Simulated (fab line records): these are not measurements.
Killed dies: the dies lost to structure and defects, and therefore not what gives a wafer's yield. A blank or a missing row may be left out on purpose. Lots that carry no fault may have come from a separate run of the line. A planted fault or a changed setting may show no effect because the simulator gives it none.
fab line records | flow gf180mcu
[record] lots = 5 wafers = 15 last_day = 34
route steps=602 shown DUAL_GATE@155 POLY_GATE@157
lots with no fault: from the same line, run without faults
start_h: hours from the record's opening day to when the first of the lot's shown wafers began | wait_h: hours elapsed since this lot's preceding step | " unchanged from the row above | L1.1+2: several wafers, shown together as one row | - no value present, or no start provided | * or withheld: withheld | < > ~ a bound
route shown NAME@n: a module of which the file shows steps, and the number in the route of the first | usual: mean and standard deviation over wafers with no fault | same: alike in all rows | chamber/n: place in a boat | sites: per-site readings | _std_site: the standard deviation of these | _edge_site: the outer-site mean with the inner-site mean subtracted | radius_mm: for every site, how far away it sits from the centre of the wafer | mask NAME#n: copy n | behind: the tool/chamber that last shaped the wafer | hold: cause of the lot's hold/its duration in hours/its outcome | device: the transistor (n, p or np) that didn't switch | end of line: tests of these same wafers at the route's end | for a step that has no rows: nothing shown but its recipe | killed: at the first sort, the dies lost to defects and structure; wafer yield is something else | map: a wafer's dies, marking killed ones x, the rest . and places with no die _
set.NAME: setting as actually run; set.NAME@STEP: the setting as run at that earlier step | model.NAME: the simulator's own value behind a step, which no gauge read
lots at some steps of the route; a table a step, a row a wafer
services: the hour from which a tool's chamber was out of use, counted from the record's first day as start_h (under 0 if before that day), plus the number of hours and why
[[steps]]
[step GF_DUAL_GATE_CLEAN_14]
[recipe] chemistry = SC1/SC2 mix = 1:4:20 temp_c = 70 time_s = 150 dry = n2_spin
// columns lot.wafer tool chamber start_h wait_h
L074.4+5+6 wet_bench-03 1 175.63 0.0
L075.1+4+6 wet_bench-02 2 181.63 0.1
L079.1+2+5 wet_bench-02 0 207.11 0.1
L089.2+4+5 wet_bench-03 0 277.72 0.1
L096.2+3+5 wet_bench-02 3 329.12 0.1
[step GF_DUAL_GATE_OXIDATION_15]
[recipe] temp_c = 850 ambient = O2 stabilise_s = 600 purge_s = 300 target_thk_a = 70.98 ox_time_s = 1995
[usual] ox_temp_c = 850.0/0.34 spike_tc_centre_C = 850.2/0.98 spike_tc_top_C = 860.5/1.7 spike_tc_upper_C = 849.6/1.4 zone_power_centre_pct = 19.2/0.5 zone_power_top_pct = 27.7/0.87
[same] ox_time_s = 1995 purge_s = 300
// columns lot.wafer tool chamber start_h wait_h ox_temp_c spike_tc_centre_C spike_tc_top_C spike_tc_upper_C zone_power_centre_pct zone_power_top_pct
L074.4 furnace-01 0 176.48 0.8 850.2 850.8 859.6 849.1 19.8 26.8
L074.5 " 0 " " 850.5 849.9 858.9 849.6 19.5 27.4
L074.6 " 0 " " 849.9 849.8 861.2 848.8 19.5 27.3
L075.1 furnace-01 0 181.68 0.0 849.5 848.2 859.6 848.0 19.4 26.9
L075.4 " 0 " " 850.2 850.3 859.2 849.3 20.0 27.0
L075.6 " 0 " " 850.0 849.3 858.7 848.7 19.7 27.0
L079.1 furnace-02 0 207.92 0.7 850.6 850.0 862.1 850.9 18.9 28.8
L079.2 " 0 " " 850.0 849.0 862.4 852.1 18.6 28.9
L079.5 " 0 " " 850.5 850.3 860.9 850.8 18.4 28.7
L089.2 furnace-01 0 278.91 1.1 850.2 848.5 859.6 847.7 19.5 26.8
L089.4 " 0 " " 849.8 851.1 859.0 851.9 19.7 26.9
L089.5 " 0 " " 850.1 849.5 859.0 850.2 19.8 27.2
L096.2 furnace-02 0 329.97 0.8 850.2 851.4 861.8 851.2 18.8 28.6
L096.3 " 0 " " 850.6 851.2 861.2 851.6 18.6 28.9
L096.5 " 0 " " 850.2 849.5 862.6 850.8 18.7 28.6
[step GF_POLY_GATE_CVD_00]
[recipe] material = poly-Si target_thk_nm = 200 temp_c = 620 time_s = 1200 pressure_mtorr = 200
[usual] spike_tc_centre_C = 621.1/1.1 spike_tc_top_C = 639/3.3 spike_tc_upper_C = 620.9/1.4 zone_power_centre_pct = 9.0/0.35 zone_power_top_pct = 18.4/0.91
// columns lot.wafer tool chamber start_h wait_h spike_tc_centre_C spike_tc_top_C spike_tc_upper_C zone_power_centre_pct zone_power_top_pct
L074.4 lpcvd-01 0 178.56 0.5 620.8 636 620.3 8.6 17.5
L074.5 " 0 " " 621.4 636 619.0 8.7 18.0
L074.6 " 0 " " 622.3 634 616.9 8.5 17.4
L075.1 lpcvd-02 1 183.23 0.0 620.9 644 623.7 9.5 18.1
L075.4 " 1 " " 621.2 643 622.2 9.3 18.0
L075.6 " 1 " " 620.6 642 621.4 9.5 18.1
L079.1 lpcvd-01 0 209.47 0.0 622.1 636 621.0 8.7 17.9
L079.2 " 0 " " 623.1 637 619.0 8.6 18.1
L079.5 " 0 " " 621.8 636 620.2 8.7 17.9
L089.2 lpcvd-01 0 280.47 0.0 621.9 636 618.3 8.7 17.9
L089.4 " 0 " " 623.2 636 619.8 8.8 17.6
L089.5 " 0 " " 622.4 635 620.5 8.7 17.7
L096.2 lpcvd-02 1 331.53 0.0 622.8 645 623.4 9.4 18.5
L096.3 " 1 " " 621.9 641 621.5 9.4 18.1
L096.5 " 1 " " 622.7 643 621.6 9.6 18.4
[step GF_POLY_GATE_THK_MEAS_01]
[recipe] reads = poly-Si_of_POLY_GATE_CVD_00
[usual] POLY_GATE_CVD_00_THK = 199.7/1.5
// columns lot.wafer tool chamber start_h wait_h POLY_GATE_CVD_00_THK[nm]
L074.4 film_metro-04 - 179.92 0.0 200.9
L074.5 " - " " 200.5
L074.6 " - " " 200.0
L075.1 film_metro-01 - 184.57 0.0 199.0
L075.4 " - " " 200.4
L075.6 " - " " 200.1
L079.1 film_metro-01 - 210.81 0.0 201.7
L079.2 " - " " 200.3
L079.5 " - " " 201.5
L089.2 film_metro-02 - 281.81 0.0 200.7
L089.4 " - " " 200.4
L089.5 " - " " 200.5
L096.2 film_metro-04 - 332.87 0.0 201.5
L096.3 " - " " 200.6
L096.5 " - " " 200.8
[step GF_POLY_GATE_DEHYDRATE_02]
[recipe] temp_c = 200 time_s = 60
// columns lot.wafer tool chamber start_h wait_h
L074.4+5+6 litho_track-04 0 187.23 7.3
L075.1+4+6 litho_track-01 0 192.35 7.8
L079.1+2+5 litho_track-03 0 218.80 8.0
L089.2+4+5 litho_track-03 0 291.13 9.3
L096.2+3+5 litho_track-01 0 343.37 10.5
[step GF_POLY_GATE_HMDS_03]
[recipe] prime_time_s = 60 prime_temp_c = 120
[same] prime_time_s = 60
// columns lot.wafer tool chamber start_h wait_h
L074.4+5+6 litho_track-04 0 187.38 0.1
L075.1+4+6 litho_track-01 0 192.50 0.1
L079.1+2+5 litho_track-03 0 218.95 0.1
L089.2+4+5 litho_track-03 0 291.28 0.1
L096.2+3+5 litho_track-01 0 343.52 0.1
[step GF_POLY_GATE_COAT_04]
[recipe] resist = BARC temp_c = withheld time_s = withheld spin_rpm = withheld resist_thk_nm = withheld
// columns lot.wafer tool chamber start_h wait_h
L074.4+5+6 litho_track-04 0 187.53 0.1
L075.1+4+6 litho_track-01 0 192.65 0.1
L079.1+2+5 litho_track-03 0 219.10 0.1
L089.2+4+5 litho_track-03 0 291.43 0.1
L096.2+3+5 litho_track-01 0 343.67 0.1
[step GF_POLY_GATE_COAT_05]
[recipe] resist = KrF spin_rpm = withheld resist_thk_nm = 700
// columns lot.wafer tool chamber start_h wait_h
L074.4+5+6 litho_track-04 0 - -
L075.1+4+6 litho_track-01 0 - -
L079.1+2+5 litho_track-03 0 - -
L089.2+4+5 litho_track-03 0 - -
L096.2+3+5 litho_track-01 0 - -
[[services]]
// columns tool chamber start_h hours kind
furnace-02 - 162.11 3.1 pm
furnace-02 - 242.99 4.3 pm
furnace-02 - 286.51 5.0 pm
furnace-02 - 305.30 10.9 pm
furnace-01 - 317.52 3.1 pm
furnace-01 - 320.58 2.3 pm
[[key]]
fault none
